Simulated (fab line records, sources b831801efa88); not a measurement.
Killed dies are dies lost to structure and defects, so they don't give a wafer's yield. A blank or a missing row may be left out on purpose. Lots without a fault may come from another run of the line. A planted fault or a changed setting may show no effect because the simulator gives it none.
One fault seen from 2 desks | flow gf180mcu | each desk has only its own numbers; what lay behind them comes last

THE TOOL OWNER'S DESK: pvd_sputter-03
The tool's own readings at GF_M1_SPUTTER_00 (material Ti, target thk 37.5 nm, time 150 s): means of the sampled wafers that have a number, for each lot that ran on this tool. A lot is out of limits, marked OUT, if its mean lies more than 4 standard deviations from the usual mean; the brackets give that distance.
Columns: A = chamber_pressure_pa at GF_M1_SPUTTER_00, usual 2.000 Pa; B = throttle_valve_pct at GF_M1_SPUTTER_00, usual 29.7 %
lot  | first seen here | A               | B
L747 | day 16 04:42    | 1.997           | 29.2
L751 | day 17 17:52    | 1.999           | 29.5
L754 | day 19 00:14    | 2.095 (+24) OUT | 28.8
L756 | day 19 21:54    | 2.092 (+24) OUT | 28.9
L766 | day 23 02:26    | 2.001           | 29.2
This desk's finding: out of limits on L754, L756; first on L754, day 19 00:14 (chamber_pressure_pa at GF_M1_SPUTTER_00). In limits: L747, L751, L766.

THE METROLOGY DESK
What the gauges read, lot by lot, whatever tool the lot ran on: means of the sampled wafers that have a number. A lot is out of limits, marked OUT, if its mean lies more than 4 standard deviations from the usual mean; the brackets give that distance.
Columns: A = SALICIDE_TIN_THK at GF_SALICIDE_THK_MEAS_05, usual 19.86 nm
lot  | first seen here | A
L747 | day 15 04:16    | 19.62
L749 | day 15 21:30    | 19.58
L750 | day 16 09:48    | 20.30
L751 | day 16 16:41    | 19.64
L754 | day 17 21:52    | 19.99
L756 | day 18 18:58    | 19.81
L762 | day 20 19:04    | 19.94
L763 | day 20 23:56    | 19.67
L765 | day 21 13:59    | 20.19
L766 | day 22 00:17    | 20.03
L768 | day 22 16:35    | 19.91
L769 | day 22 20:47    | 19.69
L770 | day 23 06:05    | 19.73
This desk's finding: nothing out of limits on any of the 13 lots.

PUT TOGETHER
The tool owner's desk could have raised an alarm at day 19 00:14, on L754, L756.
The metrology desk saw nothing out of limits.
The metrology desk has L754, L756 on record, within its limits.
Of the lots named, all ran GF_M1_SPUTTER_00 on pvd_sputter-03.

WHAT THE SIMULATOR HAD PUT IN
Process parameter drift: pvd_sputter-03, from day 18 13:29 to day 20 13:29, at GF_M1_SPUTTER_00. Setting chamber_pressure_pa, moved by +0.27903, from 2. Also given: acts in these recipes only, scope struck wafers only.
Lots struck among those shown: L754, L756.
Hours from the fault's start to each desk's first reading out of limits: the tool owner's desk, 11.
